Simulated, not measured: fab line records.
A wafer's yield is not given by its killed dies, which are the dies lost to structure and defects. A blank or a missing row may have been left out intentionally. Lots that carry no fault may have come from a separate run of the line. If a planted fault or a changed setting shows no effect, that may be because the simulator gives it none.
The tool behind it: which one? :: flow sky130 :: 10 lots with 30 wafers sampled at 6 steps, on a route of 708 steps

WHAT THE GAUGES SHOWED, per wafer
SKY_RES_PROTECT_TW_MEAS_08.
lot: L321
measured: day 17 14:53
on: filmMetro-03
POLY_GATE_TW: 4017 4008 4022

lot: L322
measured: day 17 23:39
on: filmMetro-03
POLY_GATE_TW: 4035 4019 4018

lot: L323
measured: day 18 04:50
on: filmMetro-03
POLY_GATE_TW: 4066 4031 4029

lot: L324
measured: day 18 10:31
on: filmMetro-01
POLY_GATE_TW: 4064 4047 4037

lot: L331
measured: day 21 07:50
on: filmMetro-01
POLY_GATE_TW: 4033 4046 4035

lot: L332
measured: day 21 12:10
on: filmMetro-04
POLY_GATE_TW: 4100 4101 4081

lot: L333
measured: day 21 12:49
on: filmMetro-04
POLY_GATE_TW: 4091 4077 4089

lot: L334
measured: day 22 06:46
on: filmMetro-04
POLY_GATE_TW: 4050 4067 4077

lot: L335
measured: day 22 15:36
on: filmMetro-01
POLY_GATE_TW: 4059 4046 4054

lot: L337
measured: day 22 23:38
on: filmMetro-01
POLY_GATE_TW: 4038 4010 4026

SKY_POLY_GATE_THK_MEAS_04.
lot: L321
measured: day 17 17:04
on: filmMetro-01
POLY_GATE_CVD_03_THK (nm): 74.8 75.0 74.8

lot: L322
measured: day 18 01:52
on: filmMetro-02
POLY_GATE_CVD_03_THK (nm): 55.7 54.8 55.2

lot: L323
measured: day 18 06:18
on: filmMetro-01
POLY_GATE_CVD_03_THK (nm): 55.0 54.6 54.4

lot: L324
measured: day 18 14:41
on: filmMetro-01
POLY_GATE_CVD_03_THK (nm): 54.5 54.8 55.0

lot: L331
measured: day 21 09:19
on: filmMetro-04
POLY_GATE_CVD_03_THK (nm): 74.0 74.0 74.2

lot: L332
measured: day 21 13:55
on: filmMetro-04
POLY_GATE_CVD_03_THK (nm): 75.4 76.0 75.7

lot: L333
measured: day 21 16:19
on: filmMetro-01
POLY_GATE_CVD_03_THK (nm): 76.3 76.4 76.5

lot: L334
measured: day 22 08:17
on: filmMetro-02
POLY_GATE_CVD_03_THK (nm): 74.5 74.6 75.4

lot: L335
measured: day 22 17:04
on: filmMetro-04
POLY_GATE_CVD_03_THK (nm): 74.2 75.4 75.0

lot: L337
measured: day 23 01:07
on: filmMetro-04
POLY_GATE_CVD_03_THK (nm): 74.1 73.9 73.9

SKY_LDD_HVN_OVL_MEAS_07.
lot: L321
measured: day 23 04:55
on: overlay-02
LDD_HVN_OVL (nm): -0.8 -2.0 -0.1

lot: L322
measured: day 23 09:09
on: overlay-01
LDD_HVN_OVL (nm): 1.4 -1.2 -1.1

lot: L323
measured: day 23 13:56
on: overlay-01
LDD_HVN_OVL (nm): 0.6 0.1 2.2

lot: L324
measured: day 23 18:26
on: overlay-01
LDD_HVN_OVL (nm): -2.5 -4.4 -2.8

lot: L331
measured: day 26 13:02
on: overlay-01
LDD_HVN_OVL (nm): -0.4 0.0 -1.2

lot: L332
measured: day 26 16:47
on: overlay-02
LDD_HVN_OVL (nm): -3.4 -1.9 -3.3

lot: L333
measured: day 26 20:16
on: overlay-01
LDD_HVN_OVL (nm): -1.1 0.3 -0.6

lot: L334
measured: day 27 10:14
on: overlay-01
LDD_HVN_OVL (nm): -0.2 -2.0 0.1

lot: L335
measured: day 27 19:14
on: overlay-01
LDD_HVN_OVL (nm): -2.2 -1.9 -1.2

lot: L337
measured: day 28 02:23
on: overlay-01
LDD_HVN_OVL (nm): 2.2 3.2 2.0

WHAT TOOL EACH LOT RAN ON (gives the tool, then ch and the chambers of the sampled wafers, and finally the start)
lot: L321
SKY_SONOS_ONO_STRIP_17: plasmaAsher-02 ch 0,1, day 15 00:20
SKY_POLY_GATE_CVD_03: lpcvd-02 ch 0, day 17 15:41
SKY_POLY_GATE_ETCH_16: rieDiel-03 ch 1,3, day 18 23:52

lot: L322
SKY_SONOS_ONO_STRIP_17: plasmaAsher-03 ch 0,1, day 15 07:55
SKY_POLY_GATE_CVD_03: lpcvd-02 ch 1, day 18 00:29
SKY_POLY_GATE_ETCH_16: rieDiel-04 ch 1,2,3, day 19 09:08

lot: L323
SKY_SONOS_ONO_STRIP_17: plasmaAsher-02 ch 0,1, day 15 11:07
SKY_POLY_GATE_CVD_03: lpcvd-02 ch 0, day 18 04:56
SKY_POLY_GATE_ETCH_16: rieDiel-03 ch 0,1, day 19 13:20

lot: L324
SKY_SONOS_ONO_STRIP_17: plasmaAsher-01 ch 0,1, day 15 15:28
SKY_POLY_GATE_CVD_03: lpcvd-02 ch 1, day 18 13:19
SKY_POLY_GATE_ETCH_16: rieDiel-04 ch 0,1,3, day 19 20:50

lot: L331
SKY_SONOS_ONO_STRIP_17: plasmaAsher-01 ch 1, day 18 12:01
SKY_POLY_GATE_CVD_03: lpcvd-02 ch 0, day 21 07:57
SKY_POLY_GATE_ETCH_16: rieDiel-02 ch 0,1,3, day 22 16:50

lot: L332
SKY_SONOS_ONO_STRIP_17: plasmaAsher-03 ch 0,1, day 18 15:19
SKY_POLY_GATE_CVD_03: lpcvd-02 ch 0, day 21 12:31
SKY_POLY_GATE_ETCH_16: rieDiel-02 ch 0,3, day 22 20:09

lot: L333
SKY_SONOS_ONO_STRIP_17: plasmaAsher-03 ch 0,1, day 18 18:44
SKY_POLY_GATE_CVD_03: lpcvd-02 ch 1, day 21 14:56
SKY_POLY_GATE_ETCH_16: rieDiel-02 ch 0,1,3, day 23 00:05

lot: L334
SKY_SONOS_ONO_STRIP_17: plasmaAsher-02 ch 0,1, day 19 10:32
SKY_POLY_GATE_CVD_03: lpcvd-02 ch 0, day 22 06:54
SKY_POLY_GATE_ETCH_16: rieDiel-04 ch 0,3, day 23 15:08

lot: L335
SKY_SONOS_ONO_STRIP_17: plasmaAsher-01 ch 0,1, day 19 21:10
SKY_POLY_GATE_CVD_03: lpcvd-02 ch 1, day 22 15:42
SKY_POLY_GATE_ETCH_16: rieDiel-02 ch 0,1,2, day 23 23:47

lot: L337
SKY_SONOS_ONO_STRIP_17: plasmaAsher-01 ch 0,1, day 20 05:13
SKY_POLY_GATE_CVD_03: lpcvd-02 ch 1, day 22 23:45
SKY_POLY_GATE_ETCH_16: rieDiel-03 ch 0,2,3, day 24 07:53
- SKY_SONOS_ONO_STRIP_17: strips in O2/N2.
- SKY_POLY_GATE_CVD_03: deposits Si3N4 from DCS/NH3, target thk 75 nm, time 1290 s.
- SKY_POLY_GATE_ETCH_16: etches Si3N4 in CH3F/O2, stops on poly-Si, time 147.5 s, target depth 75 nm.

AS READ BY THE TOOLS THEMSELVES (means over the sampled wafers that have a number; for cases with no such wafer, the mark the record gives instead)
SKY_SONOS_ONO_STRIP_17.
lot: L321
tool: plasmaAsher-02
chamberPressureMTorr (mTorr): 1500.9
drypumpMotorCurrentA (A): 5.7
oesProductAu (a.u.): 0.711
stripTimeToEndpointS (s): 14.04

lot: L322
tool: plasmaAsher-03
chamberPressureMTorr (mTorr): 1499.4
drypumpMotorCurrentA (A): 5.7
oesProductAu (a.u.): 0.714
stripTimeToEndpointS (s): 14.09

lot: L323
tool: plasmaAsher-02
chamberPressureMTorr (mTorr): 1500.0
drypumpMotorCurrentA (A): 5.7
oesProductAu (a.u.): 0.710
stripTimeToEndpointS (s): 14.09

lot: L324
tool: plasmaAsher-01
chamberPressureMTorr (mTorr): 1499.5
drypumpMotorCurrentA (A): 5.9
oesProductAu (a.u.): 0.709
stripTimeToEndpointS (s): 14.10

lot: L331
tool: plasmaAsher-01
chamberPressureMTorr (mTorr): 1499.4
drypumpMotorCurrentA (A): 6.4
oesProductAu (a.u.): 0.709
stripTimeToEndpointS (s): 14.08

lot: L332
tool: plasmaAsher-03
chamberPressureMTorr (mTorr): 1498.9
drypumpMotorCurrentA (A): 5.7
oesProductAu (a.u.): 0.709
stripTimeToEndpointS (s): 14.08

lot: L333
tool: plasmaAsher-03
chamberPressureMTorr (mTorr): 1500.3
drypumpMotorCurrentA (A): 5.3
oesProductAu (a.u.): 0.707
stripTimeToEndpointS (s): 14.12

lot: L334
tool: plasmaAsher-02
chamberPressureMTorr (mTorr): 1499.2
drypumpMotorCurrentA (A): 5.7
oesProductAu (a.u.): 0.712
stripTimeToEndpointS (s): 14.05

lot: L335
tool: plasmaAsher-01
chamberPressureMTorr (mTorr): 1500.7
drypumpMotorCurrentA (A): 6.2
oesProductAu (a.u.): 0.711
stripTimeToEndpointS (s): 14.12

lot: L337
tool: plasmaAsher-01
chamberPressureMTorr (mTorr): 1500.2
drypumpMotorCurrentA (A): 5.9
oesProductAu (a.u.): 0.707
stripTimeToEndpointS (s): 14.11

SKY_POLY_GATE_ETCH_16.
lot: L321
tool: rieDiel-03
chamberPressureMTorr (mTorr): 25.011
drypumpMotorCurrentA (A): 5.1
oesProductAu (a.u.): 0.636
throttleValvePct (%): 10.536

lot: L322
tool: rieDiel-04
chamberPressureMTorr (mTorr): 25.000
drypumpMotorCurrentA (A): 6.0
oesProductAu (a.u.): 0.573
throttleValvePct (%): 10.517

lot: L323
tool: rieDiel-03
chamberPressureMTorr (mTorr): 25.004
drypumpMotorCurrentA (A): 5.1
oesProductAu (a.u.): 0.568
throttleValvePct (%): 10.523

lot: L324
tool: rieDiel-04
chamberPressureMTorr (mTorr): 25.001
drypumpMotorCurrentA (A): 5.9
oesProductAu (a.u.): 0.573
throttleValvePct (%): 10.525

lot: L331
tool: rieDiel-02
chamberPressureMTorr (mTorr): 25.001
drypumpMotorCurrentA (A): 5.4
oesProductAu (a.u.): 0.639
throttleValvePct (%): 10.534

lot: L332
tool: rieDiel-02
chamberPressureMTorr (mTorr): 25.004
drypumpMotorCurrentA (A): 5.2
oesProductAu (a.u.): 0.640
throttleValvePct (%): 10.529

lot: L333
tool: rieDiel-02
chamberPressureMTorr (mTorr): 25.016
drypumpMotorCurrentA (A): 5.4
oesProductAu (a.u.): 0.647
throttleValvePct (%): 10.526

lot: L334
tool: rieDiel-04
chamberPressureMTorr (mTorr): 24.989
drypumpMotorCurrentA (A): 6.1
oesProductAu (a.u.): 0.641
throttleValvePct (%): 10.539

lot: L335
tool: rieDiel-02
chamberPressureMTorr (mTorr): 25.000
drypumpMotorCurrentA (A): 5.4
oesProductAu (a.u.): 0.643
throttleValvePct (%): 10.536

lot: L337
tool: rieDiel-03
chamberPressureMTorr (mTorr): 25.021
drypumpMotorCurrentA (A): 5.4
oesProductAu (a.u.): 0.633
throttleValvePct (%): 10.522

THE ANSWER, worked out from the rows above alone
Rule: the usual values come from the lots themselves. The widest of any qualifying gaps counts: lots, ordered by their means at a reading, are off when they make up no more than a third of the lots, leave a main group of 4 or more, and stand apart from it by 3 or more times the standard deviation of that group's means. The tables above print the reading to a certain number of digits; a main group whose means all agree to those digits is not used. A lot without any number at a reading at which 4 lots or more have one is off too. Where the step has rows for the other lots, those lots are counted as sound. First the gauges in route order, then the tools' own readings, where a lot's mean is used as printed above. The first step at which some lot is off is used, and at that step the reading that is off furthest; a lot without a number counts as furthest.
Off: L322, L323, L324, at SKY_POLY_GATE_THK_MEAS_04 (POLY_GATE_CVD_03_THK). Main group: mean 75.0 nm, sd 0.8.
A tool fits if, at a process step before that reading, it ran every lot that is off, and no sound lot after the first of them. The gauges at SKY_POLY_GATE_THK_MEAS_04 aren't tried: what is off there is off at SKY_POLY_GATE_ETCH_16 too, on other tools, and a gauge's error can't cause that. No candidate that was tried fits.

WHAT THE SIMULATOR PUT IN
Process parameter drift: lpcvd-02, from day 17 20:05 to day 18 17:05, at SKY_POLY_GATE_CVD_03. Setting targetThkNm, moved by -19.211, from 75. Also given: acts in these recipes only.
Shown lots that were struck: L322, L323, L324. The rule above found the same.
